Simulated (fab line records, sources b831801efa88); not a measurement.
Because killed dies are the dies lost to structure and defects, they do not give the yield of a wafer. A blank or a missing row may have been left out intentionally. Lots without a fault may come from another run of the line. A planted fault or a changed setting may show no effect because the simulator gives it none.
Comparing a struck lot with a sound one / flow sky130 / 15 out of 708 route steps
Sound: these wafers, L749.3, L749.4, L749.6. Struck: wafer L740.4 (left out: L740.5, L740.6 of the same lot, which were not struck); the cause appears at the end.
At each step with rows: each side's tool, then ch and its chambers, then its first start. Under that, the readings that differ: sound wafers / struck wafers / difference of the means / sigmas: that difference in standard deviations of wafers without a fault.
alike: readings with means less than 2 such deviations apart, plus words and numbers identical on both sides. not compared: withheld readings, readings lacking a value on some wafer, bounds such as >300 that could conceal the same value, and numbers that have no deviation in the record and whose values overlap.
Wherever a step has rows on one side only, a row that says differs or no value, or a row with sigmas, the two part there. Non-overlapping numbers with no deviation appear without sigmas and do not part them. A reading that every wafer of one side lacks parts them only if that side has two wafers or more.

first, 1 step without rows for these wafers: SKY_METAL1_DEVELOP_14 (develop time 60 s).
SKY_METAL1_CD_MEAS_15 targets a cd of 140 nm.
  struck on cd sem-02, day 34 16:58; sound on cd sem-01, day 37 18:00
  alike: cd nm
SKY_METAL1_OVL_MEAS_16:
  struck on overlay-02, day 34 17:03; sound on overlay-02, day 37 18:06
  alike: METAL1_OVL
SKY_METAL1_DESCUM_17: chemistry O2, time 8 s.
  sound on rie metal-04 ch 0,1, day 37 18:08; struck on rie metal-01 ch 1, day 34 17:04
  alike: drypump motor current A, oes product au
  not compared: rf hours counter h
SKY_METAL1_ETCH_18: etches BARC in N2/H2, stops on SiO2, time 45.9 s, target depth 60 nm.
  sound on rie metal-04 ch 0,1, day 37 18:10; struck on rie metal-01 ch 1, day 34 17:07
reading=oes product au (a.u.); sound=0.852 0.856 0.848; struck=0.865; difference=+0.013; sigmas=+3
  alike: drypump motor current A, throttle valve pct
  not compared: rf hours counter h
SKY_METAL1_METAL_ETCH_19: etches the open film in Cl2/BCl3, stops on SiO2, target depth 360 nm, time 78 s.
  sound on rie metal-04 ch 0,1, day 37 18:14; struck on rie metal-01 ch 1, day 34 17:11
  alike: drypump motor current A, oes product au, throttle valve pct
  not compared: rf hours counter h
SKY_METAL1_STRIP_20: strips in O2/N2.
  sound on plasma asher-04 ch 0,1, day 37 18:20; struck on plasma asher-01 ch 0, day 34 17:17
reading=drypump motor current A (A); sound=6.3 5.8 6.3; struck=5.1; difference=-1.0; sigmas=-3
  alike: oes product au, strip time to endpoint s
  not compared: rf hours counter h
then, 4 steps without rows for these wafers: SKY_METAL1_STRIP_21 (strips in post etch residue remover, time 1200 s); SKY_METAL1_CLEAN_22 (cleans in IPA, time 180 s); SKY_METAL1_CLEAN_23 (cleans in O3/DIW); SKY_VIA1_HDPCVD_00 (deposits SiO2, target thk 1030 nm, time 171.7 s).
SKY_VIA1_THK_MEAS_01:
  struck on film metro-04, day 34 17:59; sound on film metro-02, day 37 19:04
  alike: VIA1_HDPCVD_THK
SKY_VIA1_CMP_02: polishes SiO2.
  sound on cmp-01 ch 0,1,3, day 37 19:13; struck on cmp-02 ch 1, day 34 18:07
reading=platen rpm (rpm); sound=59.97 59.97 60.00; struck=54.00; difference=-5.98; sigmas=-99 or more
  alike: motor current A
SKY_VIA1_BOW_MEAS_03:
  struck on film metro-02, day 34 18:23; sound on film metro-02, day 37 19:27
  alike: VIA1_BOW
-- the record jumps here: 13 days lie between the struck wafers' starts before and after (it left off in module VIA1 and takes up again in module PAD_OPEN, whose first step shown is number 708 of the route) --
SKY_PAD_OPEN_PROBE_99:
  struck on prober-01, day 47 09:38; sound on prober-02, day 49 13:02
reading=sort_bin_6_memory (%); sound=6.3 8.9 8.3; struck=5.1; difference=-2.7; sigmas=-2
  alike: defect limited yield, killed_at_M0_to_M3, killed_at_M4_up, killed at contacts, killed at front end, killed at other, killed dies, killed open, killed short, sort_bin_3_pad_short, sort_bin_5_function, sort n pass, sort yield pct

WHERE THEY PART
First at SKY_METAL1_ETCH_18; last, within this record, at SKY_PAD_OPEN_PROBE_99.

WHY: what had been put in by the simulator
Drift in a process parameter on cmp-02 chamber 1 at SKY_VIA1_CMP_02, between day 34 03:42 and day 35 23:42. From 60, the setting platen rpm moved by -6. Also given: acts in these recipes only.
